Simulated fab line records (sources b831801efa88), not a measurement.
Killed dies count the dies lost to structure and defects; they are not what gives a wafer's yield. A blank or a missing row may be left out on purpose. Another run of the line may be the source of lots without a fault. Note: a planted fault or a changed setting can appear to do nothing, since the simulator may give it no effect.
The tool behind it: which one? :: flow gf180mcu :: 13 lots, 39 wafers sampled, at 5 steps of a route of 602

WHAT EACH GAUGE READ, for each wafer
GF_STI_CD_MEAS_12 targets a cd of 220 nm.
lot: L382
measured: day 2 11:05
on: cdSem-02
cdNm (nm): 218.0 218.5 219.8

lot: L383
measured: day 2 17:24
on: cdSem-02
cdNm (nm): 219.1 220.0 219.4

lot: L385
measured: day 3 03:58
on: cdSem-01
cdNm (nm): 217.4 217.8 217.9

lot: L387
measured: day 3 15:55
on: cdSem-01
cdNm (nm): 220.6 220.7 219.7

lot: L391
measured: day 4 10:31
on: cdSem-01
cdNm (nm): 219.5 218.9 219.1

lot: L392
measured: day 4 16:46
on: cdSem-01
cdNm (nm): 220.8 220.3 219.5

lot: L395
measured: day 5 07:40
on: cdSem-02
cdNm (nm): 234.4 234.6 234.0

lot: L398
measured: day 5 21:36
on: cdSem-01
cdNm (nm): 219.0 220.0 219.2

lot: L399
measured: day 6 03:43
on: cdSem-01
cdNm (nm): 220.8 219.4 220.8

lot: L400
measured: day 6 09:31
on: cdSem-01
cdNm (nm): 222.9 221.6 222.9

lot: L401
measured: day 6 13:41
on: cdSem-02
cdNm (nm): 218.6 217.9 219.2

lot: L402
measured: day 6 18:34
on: cdSem-01
cdNm (nm): 220.6 221.0 220.7

lot: L403
measured: day 7 00:22
on: cdSem-02
cdNm (nm): 222.5 222.3 221.6

GF_PSD_OVL_MEAS_08.
lot: L382
measured: day 14 22:24
on: overlay-02
PSD_OVL (nm): -1.5 1.9 -0.1

lot: L383
measured: day 15 10:23
on: overlay-02
PSD_OVL (nm): -2.5 -0.6 -1.6

lot: L385
measured: day 16 01:55
on: overlay-02
PSD_OVL (nm): 2.1 3.5 1.4

lot: L387
measured: day 16 21:50
on: overlay-01
PSD_OVL (nm): 1.1 0.3 -0.4

lot: L391
measured: day 18 04:53
on: overlay-02
PSD_OVL (nm): -1.3 0.1 0.7

lot: L392
measured: day 18 14:31
on: overlay-01
PSD_OVL (nm): 1.6 0.9 1.7

lot: L395
measured: day 19 17:53
on: overlay-02
PSD_OVL (nm): -0.8 -2.1 -2.4

lot: L398
measured: day 20 12:32
on: overlay-02
PSD_OVL (nm): 0.7 -0.9 0.9

lot: L399
measured: day 20 23:47
on: overlay-01
PSD_OVL (nm): -0.9 -1.6 -2.1

lot: L400
measured: day 21 10:56
on: overlay-02
PSD_OVL (nm): -2.2 -0.8 1.0

lot: L401
measured: day 21 15:29
on: overlay-01
PSD_OVL (nm): 1.3 0.3 1.2

lot: L402
measured: day 21 20:08
on: overlay-02
PSD_OVL (nm): -0.2 -2.3 -1.6

lot: L403
measured: day 22 05:23
on: overlay-01
PSD_OVL (nm): 0.5 -0.3 -0.3

GF_V2_THK_MEAS_01.
lot: L382
measured: day 20 01:50
on: filmMetro-03
V2_CVD_00_THK (nm): 596 613 601

lot: L383
measured: day 20 15:07
on: filmMetro-03
V2_CVD_00_THK (nm): 585 600 590

lot: L385
measured: day 21 07:52
on: filmMetro-03
V2_CVD_00_THK (nm): 593 588 586

lot: L387
measured: day 22 05:04
on: filmMetro-01
V2_CVD_00_THK (nm): 597 591 587

lot: L391
measured: day 23 11:17
on: filmMetro-04
V2_CVD_00_THK (nm): 594 594 592

lot: L392
measured: day 23 21:10
on: filmMetro-03
V2_CVD_00_THK (nm): 588 590 586

lot: L395
measured: day 24 21:14
on: filmMetro-01
V2_CVD_00_THK (nm): 598 590 597

lot: L398
measured: day 25 14:44
on: filmMetro-03
V2_CVD_00_THK (nm): 589 598 592

lot: L399
measured: day 26 01:00
on: filmMetro-01
V2_CVD_00_THK (nm): 596 608 614

lot: L400
measured: day 26 09:32
on: filmMetro-01
V2_CVD_00_THK (nm): 597 596 593

lot: L401
measured: day 26 14:08
on: filmMetro-04
V2_CVD_00_THK (nm): 589 591 592

lot: L402
measured: day 26 18:27
on: filmMetro-03
V2_CVD_00_THK (nm): 599 587 589

lot: L403
measured: day 27 03:12
on: filmMetro-04
V2_CVD_00_THK (nm): 594 604 590

EACH LOT AND THE TOOL THAT RAN IT (in order: tool; ch and the chambers of the sampled wafers; start)
lot: L382
GF_STI_EXPOSE_09: krfScanner-01 ch 0, day 2 05:06
GF_V1_STRIP_18: plasmaAsher-04 ch 0,1, day 18 22:39

lot: L383
GF_STI_EXPOSE_09: krfScanner-02 ch 0, day 2 11:42
GF_V1_STRIP_18: plasmaAsher-04 ch 0,1, day 19 12:17

lot: L385
GF_STI_EXPOSE_09: krfScanner-02 ch 0, day 2 21:51
GF_V1_STRIP_18: plasmaAsher-01 ch 0,1, day 20 05:33

lot: L387
GF_STI_EXPOSE_09: krfScanner-01 ch 0, day 3 09:42
GF_V1_STRIP_18: plasmaAsher-04 ch 1, day 21 02:53

lot: L391
GF_STI_EXPOSE_09: krfScanner-01 ch 0, day 4 03:57
GF_V1_STRIP_18: plasmaAsher-01 ch 0,1, day 22 10:12

lot: L392
GF_STI_EXPOSE_09: krfScanner-02 ch 0, day 4 10:17
GF_V1_STRIP_18: plasmaAsher-02 ch 0,1, day 22 20:06

lot: L395
GF_STI_EXPOSE_09: krfScanner-01 ch 0, day 5 00:57
GF_V1_STRIP_18: plasmaAsher-01 ch 0,1, day 23 20:53

lot: L398
GF_STI_EXPOSE_09: krfScanner-01 ch 0, day 5 15:00
GF_V1_STRIP_18: plasmaAsher-01 ch 0,1, day 24 14:23

lot: L399
GF_STI_EXPOSE_09: krfScanner-02 ch 0, day 5 20:11
GF_V1_STRIP_18: plasmaAsher-02 ch 0,1, day 25 01:21

lot: L400
GF_STI_EXPOSE_09: krfScanner-01 ch 0, day 6 02:09
GF_V1_STRIP_18: plasmaAsher-01 ch 0,1, day 25 10:00

lot: L401
GF_STI_EXPOSE_09: krfScanner-01 ch 0, day 6 06:11
GF_V1_STRIP_18: plasmaAsher-04 ch 0,1, day 25 14:45

lot: L402
GF_STI_EXPOSE_09: krfScanner-02 ch 0, day 6 11:50
GF_V1_STRIP_18: plasmaAsher-01 ch 0,1, day 25 19:30

lot: L403
GF_STI_EXPOSE_09: krfScanner-01 ch 0, day 6 16:57
GF_V1_STRIP_18: plasmaAsher-01 ch 0,1, day 26 04:12
- GF_STI_EXPOSE_09: exposes mask COMP, target cd 220 nm.
- GF_V1_STRIP_18: strips in O2/N2.

AS READ BY THE TOOLS THEMSELVES (means over the sampled wafers that have a number; for cases with no such wafer, the mark the record gives instead)
GF_V1_STRIP_18.
lot: L382
tool: plasmaAsher-04
drypumpMotorCurrentA (A): 5.9
heaterPowerW (W): 319
o2FlowSccm (sccm): 3002
oesProductAu (a.u.): 0.596

lot: L383
tool: plasmaAsher-04
drypumpMotorCurrentA (A): 6.0
heaterPowerW (W): 311
o2FlowSccm (sccm): 2999
oesProductAu (a.u.): 0.595

lot: L385
tool: plasmaAsher-01
drypumpMotorCurrentA (A): 5.4
heaterPowerW (W): 335
o2FlowSccm (sccm): 3008
oesProductAu (a.u.): 0.592

lot: L387
tool: plasmaAsher-04
drypumpMotorCurrentA (A): 5.8
heaterPowerW (W): 339
o2FlowSccm (sccm): 2996
oesProductAu (a.u.): 0.593

lot: L391
tool: plasmaAsher-01
drypumpMotorCurrentA (A): 5.7
heaterPowerW (W): 344
o2FlowSccm (sccm): 3009
oesProductAu (a.u.): 0.593

lot: L392
tool: plasmaAsher-02
drypumpMotorCurrentA (A): 5.6
heaterPowerW (W): 362
o2FlowSccm (sccm): 2996
oesProductAu (a.u.): 0.595

lot: L395
tool: plasmaAsher-01
drypumpMotorCurrentA (A): 5.5
heaterPowerW (W): 336
o2FlowSccm (sccm): 3003
oesProductAu (a.u.): 0.599

lot: L398
tool: plasmaAsher-01
drypumpMotorCurrentA (A): 5.7
heaterPowerW (W): 340
o2FlowSccm (sccm): 3007
oesProductAu (a.u.): 0.587

lot: L399
tool: plasmaAsher-02
drypumpMotorCurrentA (A): 5.6
heaterPowerW (W): 368
o2FlowSccm (sccm): 3001
oesProductAu (a.u.): 0.595

lot: L400
tool: plasmaAsher-01
drypumpMotorCurrentA (A): 5.7
heaterPowerW (W): 340
o2FlowSccm (sccm): 3007
oesProductAu (a.u.): 0.590

lot: L401
tool: plasmaAsher-04
drypumpMotorCurrentA (A): 6.0
heaterPowerW (W): 315
o2FlowSccm (sccm): 2993
oesProductAu (a.u.): 0.590

lot: L402
tool: plasmaAsher-01
drypumpMotorCurrentA (A): 5.4
heaterPowerW (W): 335
o2FlowSccm (sccm): 3006
oesProductAu (a.u.): 0.593

lot: L403
tool: plasmaAsher-01
drypumpMotorCurrentA (A): 5.7
heaterPowerW (W): 341
o2FlowSccm (sccm): 2997
oesProductAu (a.u.): 0.592

THE ANSWER, worked out from the rows above alone
Rule: the lots themselves supply what counts as usual. The widest of any qualifying gaps counts: lots, ordered by their means at a reading, are off when they make up no more than a third of the lots, leave a main group of 4 or more, and stand apart from it by 3 or more times the standard deviation of that group's means. Not used: any main group whose means are identical at the precision the tables above print for the reading. A lot without any number at a reading at which 4 lots or more have one is off too. Any other lot the step has rows for is counted as sound. The gauges are gone through in route order, then the tools' own readings, and for those a lot's mean is taken as printed above. At the first step where some lot is off, the reading lying furthest off is the one used; lots without a number count as furthest.
Off: L395 (GF_STI_CD_MEAS_12, cdNm). Mean 219.9 nm and standard deviation 1.3 in the main group.
If a tool, at a process step before that reading, ran all the lots that are off and no sound lot after the first of them, it fits. Gauges at GF_STI_CD_MEAS_12: tried the same way as those tools. Not one of the candidates tried fits.

WHAT THE SIMULATOR HAD INSERTED
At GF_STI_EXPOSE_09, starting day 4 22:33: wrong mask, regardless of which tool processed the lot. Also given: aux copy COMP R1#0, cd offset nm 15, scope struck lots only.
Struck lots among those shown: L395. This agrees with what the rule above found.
